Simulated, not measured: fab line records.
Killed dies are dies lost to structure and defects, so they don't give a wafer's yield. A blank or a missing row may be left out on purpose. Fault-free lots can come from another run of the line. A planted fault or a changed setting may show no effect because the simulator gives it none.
The tool behind it: which one?    flow sky130    Sampling: 12 lots, 34 wafers, 6 of 708 route steps

== WHAT THE GAUGES SHOWED, per wafer ==
SKY_GATE_OXIDE_THK_MEAS_02.
lot   measured      on            GATE_OXIDE_OXIDATION_00_THK (nm)
L928  day 12 22:51  filmMetro-02  10.48 10.45 10.44
L931  day 13 17:06  filmMetro-04  10.68 10.63 10.59
L932  day 14 06:33  filmMetro-04  10.48 10.16 10.36
L933  day 14 16:51  filmMetro-02  10.46 10.34 10.50
L935  day 15 14:02  filmMetro-02  10.17 10.23 10.05
L936  day 15 21:39  filmMetro-04  10.51 10.40 10.53
L940  day 17 04:10  filmMetro-04  10.34 10.35
L943  day 18 06:34  filmMetro-02  10.54 10.38 10.47
L945  day 18 17:36  filmMetro-02  10.28 10.09
L949  day 20 01:23  filmMetro-02  10.37 10.40 10.36
L950  day 20 08:25  filmMetro-01  10.12 10.13 10.12
L951  day 20 14:17  filmMetro-04  10.10 10.07 9.99

SKY_POLY_GATE_OVL_MEAS_14.
lot   measured      on          POLY_GATE_OVL (nm)
L928  day 16 15:17  overlay-01  4 0 -5
L931  day 17 10:53  overlay-01  -15 -15 -18
L932  day 18 02:32  overlay-02  -7 -2 -11
L933  day 18 12:59  overlay-02  -1 2 1
L935  day 19 11:44  overlay-02  -9 -9 -10
L936  day 19 21:35  overlay-02  -4 -8 -7
L940  day 21 04:12  overlay-02  -3 -10
L943  day 22 06:10  overlay-02  -8 -9 -7
L945  day 22 18:56  overlay-01  -6 0
L949  day 24 00:38  overlay-01  -4 -3 -5
L950  day 24 07:53  overlay-01  -4 -2 -2
L951  day 24 14:41  overlay-01  3 -7 -2

SKY_LDD_P_CD_MEAS_07 targets a cd of 380 nm.
lot   measured      on        cdNm (nm)
L928  day 19 06:32  cdSem-01  382.5 384.7 386.4
L931  day 20 02:46  cdSem-01  379.1 381.9 380.7
L932  day 20 19:34  cdSem-01  378.3 374.9 377.6
L933  day 21 06:46  cdSem-02  382.3 382.4 378.9
L935  day 22 03:28  cdSem-02  381.4 382.4 381.9
L936  day 22 13:26  cdSem-01  381.8 383.0 382.4
L940  day 23 20:07  cdSem-02  376.5 376.5
L943  day 24 20:22  cdSem-02  - - -
L945  day 25 09:50  cdSem-01  381.0 382.3
L949  day 26 13:13  cdSem-01  380.7 380.9 379.5
L950  day 26 20:19  cdSem-02  380.9 381.5 380.6
L951  day 27 03:14  cdSem-01  382.1 381.1 382.0

SKY_LDD_P_TW_MEAS_11.
lot   measured      on            LDD_P_TW
L928  day 19 06:55  filmMetro-04  635 638 633
L931  day 20 03:10  filmMetro-02  627 631 629
L932  day 20 19:58  filmMetro-01  634 640 635
L933  day 21 07:10  filmMetro-04  630 627 626
L935  day 22 03:52  filmMetro-01  642 634 639
L936  day 22 13:50  filmMetro-04  633 635 629
L940  day 23 20:30  filmMetro-02  629 633
L943  day 24 20:46  filmMetro-02  30 30 30 30 30 30
L945  day 25 10:14  filmMetro-04  628 626
L949  day 26 13:37  filmMetro-01  643 640 645
L950  day 26 20:43  filmMetro-02  636 634 636
L951  day 27 03:38  filmMetro-02  636 636 632

== TOOL THAT RAN EACH LOT (tool first, then ch and the chambers of the sampled wafers, then the start) ==
lot   SKY_SONOS_ONO_STRIP_17               SKY_LDD_P_EXPOSE_04
L928  plasmaAsher-03 ch 0, day 12 21:14    ilineStepper-01 ch 0, day 18 15:05
L931  plasmaAsher-03 ch 1, day 13 15:29    ilineStepper-01 ch 0, day 19 11:31
L932  plasmaAsher-03 ch 0,1, day 14 02:33  ilineStepper-02 ch 0, day 20 05:18
L933  plasmaAsher-01 ch 0,1, day 14 11:53  ilineStepper-01 ch 0, day 20 16:14
L935  plasmaAsher-03 ch 0,1, day 15 12:25  ilineStepper-02 ch 0, day 21 12:16
L936  plasmaAsher-03 ch 0,1, day 15 18:55  ilineStepper-01 ch 0, day 21 22:29
L940  plasmaAsher-04 ch 0,1, day 17 01:26  ilineStepper-02 ch 0, day 23 05:38
L943  plasmaAsher-03 ch 0,1, day 18 02:13  ilineStepper-01 ch 0, day 24 06:10
L945  plasmaAsher-03 ch 0, day 18 15:45    ilineStepper-01 ch 0, day 24 19:16
L949  plasmaAsher-03 ch 1, day 19 23:46    ilineStepper-01 ch 0, day 25 23:43
L950  plasmaAsher-03 ch 0,1, day 20 06:47  ilineStepper-02 ch 0, day 26 05:51
L951  plasmaAsher-03 ch 0,1, day 20 11:38  ilineStepper-01 ch 0, day 26 12:41
- SKY_SONOS_ONO_STRIP_17: strips in O2/N2.
- SKY_LDD_P_EXPOSE_04: exposes mask PSDM, target cd 380 nm.

== WHAT THE TOOLS THEMSELVES READ (means of the sampled wafers that have a number; where no wafer has one, the mark that the record gives instead) ==
SKY_SONOS_ONO_STRIP_17.
lot   tool            drypumpMotorCurrentA (A)  oesProductAu (a.u.)  stripTimeToEndpointS (s)
L928  plasmaAsher-03  5.50                      0.706                14.03
L931  plasmaAsher-03  5.54                      0.710                14.14
L932  plasmaAsher-03  5.51                      0.710                14.04
L933  plasmaAsher-01  5.85                      0.711                14.12
L935  plasmaAsher-03  5.51                      0.711                14.12
L936  plasmaAsher-03  5.53                      0.711                14.08
L940  plasmaAsher-04  6.17                      0.714                14.11
L943  plasmaAsher-03  5.51                      0.715                14.06
L945  plasmaAsher-03  5.49                      0.710                14.11
L949  plasmaAsher-03  5.55                      0.714                14.09
L950  plasmaAsher-03  5.54                      0.711                14.05
L951  plasmaAsher-03  5.53                      0.710                14.06

SKY_LDD_P_EXPOSE_04.
lot   tool             focusOffsetNm (nm)
L928  ilineStepper-01  0.8
L931  ilineStepper-01  -0.3
L932  ilineStepper-02  0.4
L933  ilineStepper-01  0.3
L935  ilineStepper-02  0.5
L936  ilineStepper-01  -0.1
L940  ilineStepper-02  0.4
L943  ilineStepper-01  0.4
L945  ilineStepper-01  0.4
L949  ilineStepper-01  0.2
L950  ilineStepper-02  0.2
L951  ilineStepper-01  -0.2

== THE ANSWER, worked out from the rows above alone ==
Rule: usual is defined by the lots themselves. The widest of any qualifying gaps counts: lots, ordered by their means at a reading, are off when they make up no more than a third of the lots, leave a main group of 4 or more, and stand apart from it by 3 or more times the standard deviation of that group's means. The tables above print the reading to a certain number of digits; a main group whose means all agree to those digits is not used. A lot without any number at a reading at which 4 lots or more have one is off too. Any other lot the step has rows for is counted as sound. First the gauges in route order, then the tools' own readings, where a lot's mean is used as printed above. The first step at which some lot is off is used, and at that step the reading that is off furthest; a lot without a number counts as furthest.
Off: L943 (SKY_LDD_P_CD_MEAS_07, cdNm). Without a number there: L943. For the main group the mean is 380.8 nm and the standard deviation 2.2.
A tool fits if, at a process step before that reading, it ran every lot that is off, and no sound lot after the first of them. Not tried: the gauges at SKY_LDD_P_CD_MEAS_07; whatever is off there is also off at SKY_LDD_P_TW_MEAS_11, on other tools, and gauge error can't account for it. None of those tried fits.

== WHAT THE SIMULATOR PUT IN ==
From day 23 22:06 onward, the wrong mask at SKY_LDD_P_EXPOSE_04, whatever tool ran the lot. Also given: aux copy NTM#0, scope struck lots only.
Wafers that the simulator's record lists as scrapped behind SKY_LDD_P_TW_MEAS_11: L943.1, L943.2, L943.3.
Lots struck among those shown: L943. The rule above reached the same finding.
